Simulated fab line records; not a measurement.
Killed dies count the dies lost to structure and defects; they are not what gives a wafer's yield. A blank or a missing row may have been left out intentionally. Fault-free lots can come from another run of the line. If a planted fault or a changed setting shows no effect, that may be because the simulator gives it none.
Which tool was responsible? :: flow sky130 :: 36 wafers from 12 lots sampled at 4 of the route's 708 steps

## WHAT EACH GAUGE READ, for each wafer
SKY_FIELD_ISO_THK_MEAS_02. Usual: for FIELD_ISO_OXIDATION_00_THK the level is 12.00 nm and the standard deviation is 0.27.
lot: L969
measured: day 1 21:52
on: filmMetro-04
FIELD_ISO_OXIDATION_00_THK (nm): 11.77 11.71 11.59
flag: 

lot: L970
measured: day 1 21:52
on: filmMetro-01
FIELD_ISO_OXIDATION_00_THK (nm): 12.08 11.89 11.95
flag: 

lot: L972
measured: day 2 07:38
on: filmMetro-03
FIELD_ISO_OXIDATION_00_THK (nm): 11.91 11.74 11.88
flag: 

lot: L973
measured: day 2 12:38
on: filmMetro-04
FIELD_ISO_OXIDATION_00_THK (nm): 11.67 11.77 11.81
flag: 

lot: L979
measured: day 3 19:21
on: filmMetro-04
FIELD_ISO_OXIDATION_00_THK (nm): 12.36 12.41 12.46
flag: 

lot: L982
measured: day 4 10:10
on: filmMetro-04
FIELD_ISO_OXIDATION_00_THK (nm): 12.58 12.30 12.38
flag: 

lot: L983
measured: day 4 15:55
on: filmMetro-03
FIELD_ISO_OXIDATION_00_THK (nm): 12.35 12.45 12.19
flag: 

lot: L984
measured: day 4 19:38
on: filmMetro-04
FIELD_ISO_OXIDATION_00_THK (nm): 11.81 11.63 11.55
flag: 

lot: L985
measured: day 5 01:05
on: filmMetro-03
FIELD_ISO_OXIDATION_00_THK (nm): 11.89 11.81 11.71
flag: 

lot: L986
measured: day 5 06:58
on: filmMetro-04
FIELD_ISO_OXIDATION_00_THK (nm): 11.89 11.83 11.83
flag: 

lot: L987
measured: day 5 11:26
on: filmMetro-03
FIELD_ISO_OXIDATION_00_THK (nm): 12.46 12.18 12.16
flag: 

lot: L988
measured: day 5 15:38
on: filmMetro-03
FIELD_ISO_OXIDATION_00_THK (nm): 12.34 12.26 12.33
flag: 

SKY_VT_ADJUST_NCORE_TW_MEAS_11. Usual: for VT_ADJUST_NCORE_TW the level is 220.1 and the standard deviation is 1.4.
lot: L969
measured: day 9 01:16
on: filmMetro-03
VT_ADJUST_NCORE_TW: 220.1 219.9 219.0
flag: 

lot: L970
measured: day 9 19:17
on: filmMetro-01
VT_ADJUST_NCORE_TW: 219.8 218.4 218.1
flag: 

lot: L972
measured: day 9 20:53
on: filmMetro-04
VT_ADJUST_NCORE_TW: 221.1 222.1 221.2
flag: 

lot: L973
measured: day 10 13:49
on: filmMetro-04
VT_ADJUST_NCORE_TW: 220.2 219.9 219.8
flag: 

lot: L979
measured: day 11 20:59
on: filmMetro-04
VT_ADJUST_NCORE_TW: 221.6 222.4 222.0
flag: 

lot: L982
measured: day 12 17:53
on: filmMetro-01
VT_ADJUST_NCORE_TW: 219.0 219.9 219.3
flag: 

lot: L983
measured: day 13 03:58
on: filmMetro-03
VT_ADJUST_NCORE_TW: 219.4 220.9 219.5
flag: 

lot: L984
measured: day 13 12:10
on: filmMetro-01
VT_ADJUST_NCORE_TW: 235.5 235.7 235.5
flag: OFF

lot: L985
measured: day 13 19:28
on: filmMetro-04
VT_ADJUST_NCORE_TW: 221.1 221.7 221.0
flag: 

lot: L986
measured: day 13 22:14
on: filmMetro-04
VT_ADJUST_NCORE_TW: 236.2 238.3 238.0
flag: OFF

lot: L987
measured: day 14 09:48
on: filmMetro-01
VT_ADJUST_NCORE_TW: 235.5 235.6 236.1
flag: OFF

lot: L988
measured: day 14 10:05
on: filmMetro-04
VT_ADJUST_NCORE_TW: 222.0 221.9 221.9
flag: 

## WHICH TOOL RAN EACH LOT (tool, then ch and the chambers of the sampled wafers, then the start)
lot: L969
SKY_FIELD_ISO_ETCH_14: rieDiel-01 ch 0,1, day 2 13:23
SKY_VT_ADJUST_NCORE_IMPLANT_09: implanter-04 ch 0, day 9 01:01

lot: L970
SKY_FIELD_ISO_ETCH_14: rieDiel-03 ch 1,2,3, day 2 14:26
SKY_VT_ADJUST_NCORE_IMPLANT_09: implanter-02 ch 0, day 9 19:02

lot: L972
SKY_FIELD_ISO_ETCH_14: rieDiel-03 ch 1,2, day 3 04:37
SKY_VT_ADJUST_NCORE_IMPLANT_09: implanter-04 ch 0, day 9 20:38

lot: L973
SKY_FIELD_ISO_ETCH_14: rieDiel-04 ch 1,3, day 3 08:58
SKY_VT_ADJUST_NCORE_IMPLANT_09: implanter-04 ch 0, day 10 13:34

lot: L979
SKY_FIELD_ISO_ETCH_14: rieDiel-04 ch 1,2,3, day 4 13:20
SKY_VT_ADJUST_NCORE_IMPLANT_09: implanter-01 ch 0, day 11 20:44

lot: L982
SKY_FIELD_ISO_ETCH_14: rieDiel-04 ch 0,2,3, day 5 06:07
SKY_VT_ADJUST_NCORE_IMPLANT_09: implanter-01 ch 0, day 12 17:41

lot: L983
SKY_FIELD_ISO_ETCH_14: rieDiel-04 ch 0,1,2, day 5 12:26
SKY_VT_ADJUST_NCORE_IMPLANT_09: implanter-04 ch 0, day 13 03:43

lot: L984
SKY_FIELD_ISO_ETCH_14: rieDiel-04 ch 1,2,3, day 5 18:32
SKY_VT_ADJUST_NCORE_IMPLANT_09: implanter-01 ch 0, day 13 11:55

lot: L985
SKY_FIELD_ISO_ETCH_14: rieDiel-01 ch 2,3, day 5 21:19
SKY_VT_ADJUST_NCORE_IMPLANT_09: implanter-04 ch 0, day 13 19:14

lot: L986
SKY_FIELD_ISO_ETCH_14: rieDiel-03 ch 1,2,3, day 6 01:17
SKY_VT_ADJUST_NCORE_IMPLANT_09: implanter-01 ch 0, day 13 22:00

lot: L987
SKY_FIELD_ISO_ETCH_14: rieDiel-03 ch 0,1,3, day 6 07:41
SKY_VT_ADJUST_NCORE_IMPLANT_09: implanter-01 ch 0, day 14 09:35

lot: L988
SKY_FIELD_ISO_ETCH_14: rieDiel-03 ch 0,1, day 6 11:20
SKY_VT_ADJUST_NCORE_IMPLANT_09: implanter-04 ch 0, day 14 09:50
- SKY_FIELD_ISO_ETCH_14: etches BARC in N2/H2, stops on SiO2, time 45.9 s, target depth 60 nm.
- SKY_VT_ADJUST_NCORE_IMPLANT_09

## AS READ BY THE TOOLS THEMSELVES (means over the sampled wafers that have a number; for cases with no such wafer, the mark the record gives instead)
SKY_FIELD_ISO_ETCH_14. Usual: biasW 100.00 W, standard deviation 0.3; chamberPressureMTorr 29.999 mTorr, standard deviation 0.027; drypumpMotorCurrentA 5.7 A, standard deviation 0.38; oesProductAu 0.855 a.u., standard deviation 0.0048; throttleValvePct 13.225 %, standard deviation 0.0088.
lot: L969
tool: rieDiel-01
biasW (W): 99.86
chamberPressureMTorr (mTorr): 30.018
drypumpMotorCurrentA (A): 5.5
oesProductAu (a.u.): 0.857
throttleValvePct (%): 13.229
flag: 

lot: L970
tool: rieDiel-03
biasW (W): 100.03
chamberPressureMTorr (mTorr): 30.007
drypumpMotorCurrentA (A): 5.6
oesProductAu (a.u.): 0.855
throttleValvePct (%): 13.230
flag: 

lot: L972
tool: rieDiel-03
biasW (W): 100.13
chamberPressureMTorr (mTorr): 29.966
drypumpMotorCurrentA (A): 5.3
oesProductAu (a.u.): 0.848
throttleValvePct (%): 13.221
flag: 

lot: L973
tool: rieDiel-04
biasW (W): 99.81
chamberPressureMTorr (mTorr): 29.977
drypumpMotorCurrentA (A): 5.9
oesProductAu (a.u.): 0.851
throttleValvePct (%): 13.226
flag: 

lot: L979
tool: rieDiel-04
biasW (W): 100.27
chamberPressureMTorr (mTorr): 30.007
drypumpMotorCurrentA (A): 5.7
oesProductAu (a.u.): 0.855
throttleValvePct (%): 13.219
flag: 

lot: L982
tool: rieDiel-04
biasW (W): 100.07
chamberPressureMTorr (mTorr): 29.991
drypumpMotorCurrentA (A): 5.8
oesProductAu (a.u.): 0.855
throttleValvePct (%): 13.232
flag: 

lot: L983
tool: rieDiel-04
biasW (W): 100.13
chamberPressureMTorr (mTorr): 30.002
drypumpMotorCurrentA (A): 5.7
oesProductAu (a.u.): 0.858
throttleValvePct (%): 13.217
flag: 

lot: L984
tool: rieDiel-04
biasW (W): 99.77
chamberPressureMTorr (mTorr): 30.037
drypumpMotorCurrentA (A): 5.7
oesProductAu (a.u.): 0.856
throttleValvePct (%): 13.228
flag: 

lot: L985
tool: rieDiel-01
biasW (W): 100.15
chamberPressureMTorr (mTorr): 30.001
drypumpMotorCurrentA (A): 5.9
oesProductAu (a.u.): 0.853
throttleValvePct (%): 13.220
flag: 

lot: L986
tool: rieDiel-03
biasW (W): 99.83
chamberPressureMTorr (mTorr): 30.032
drypumpMotorCurrentA (A): 5.6
oesProductAu (a.u.): 0.855
throttleValvePct (%): 13.230
flag: 

lot: L987
tool: rieDiel-03
biasW (W): 99.97
chamberPressureMTorr (mTorr): 29.989
drypumpMotorCurrentA (A): 5.9
oesProductAu (a.u.): 0.860
throttleValvePct (%): 13.222
flag: 

lot: L988
tool: rieDiel-03
biasW (W): 99.88
chamberPressureMTorr (mTorr): 29.998
drypumpMotorCurrentA (A): 5.6
oesProductAu (a.u.): 0.857
throttleValvePct (%): 13.220
flag: 

SKY_VT_ADJUST_NCORE_IMPLANT_09. Usual: 10.001 for beamEnergyKeV, sd 0.0037.
lot: L969
tool: implanter-04
beamEnergyKeV: 9.993
flag: 

lot: L970
tool: implanter-02
beamEnergyKeV: 10.001
flag: 

lot: L972
tool: implanter-04
beamEnergyKeV: 10.004
flag: 

lot: L973
tool: implanter-04
beamEnergyKeV: 9.998
flag: 

lot: L979
tool: implanter-01
beamEnergyKeV: 10.003
flag: 

lot: L982
tool: implanter-01
beamEnergyKeV: 10.002
flag: 

lot: L983
tool: implanter-04
beamEnergyKeV: 10.002
flag: 

lot: L984
tool: implanter-01
beamEnergyKeV: 13.782
flag: OFF

lot: L985
tool: implanter-04
beamEnergyKeV: 9.998
flag: 

lot: L986
tool: implanter-01
beamEnergyKeV: 13.786
flag: OFF

lot: L987
tool: implanter-01
beamEnergyKeV: 13.786
flag: OFF

lot: L988
tool: implanter-04
beamEnergyKeV: 10.000
flag: 

## THE ANSWER, worked out from the rows above alone
Rule: take the mean of a lot's wafers that have a number; if it is more than 3 standard deviations from the usual mean, the lot is off. A lot without any number at a reading at which 4 lots or more have one is off too. Any other lot the step has rows for is counted as sound. After the gauges, taken in route order, come the tools' own readings; for these a lot's mean is taken, as printed above. The first step at which some lot is off is used, and at that step the reading that is off furthest; a lot without a number counts as furthest.
Off: L984, L986, L987, at SKY_VT_ADJUST_NCORE_TW_MEAS_11 (VT_ADJUST_NCORE_TW).
A tool fits if, at a process step before that reading, it ran every lot that is off, and no sound lot after the first of them. The gauges at SKY_VT_ADJUST_NCORE_TW_MEAS_11 aren't tried: what is off there is off at SKY_VT_ADJUST_NCORE_IMPLANT_09 too, on other tools, and a gauge's error can't cause that. One fits: implanter-01 at SKY_VT_ADJUST_NCORE_IMPLANT_09. Its last sound lot is L982 (day 12 17:41), its first lot that is off L984 (day 13 11:55): a fault that began between those two fits.
On the lots that are off, the tool's own readings at SKY_VT_ADJUST_NCORE_IMPLANT_09 differ by more than 5 times the standard deviation of the sound lots' means, which bears it out; beamEnergyKeV reads 13.785 there versus 10.000 on the sound lots.

## WHAT THE SIMULATOR HAD PUT IN
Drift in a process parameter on implanter-01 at SKY_VT_ADJUST_NCORE_IMPLANT_09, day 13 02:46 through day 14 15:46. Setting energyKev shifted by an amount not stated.
Lots struck among those shown: L984, L986, L987. This agrees with what the rule above found.
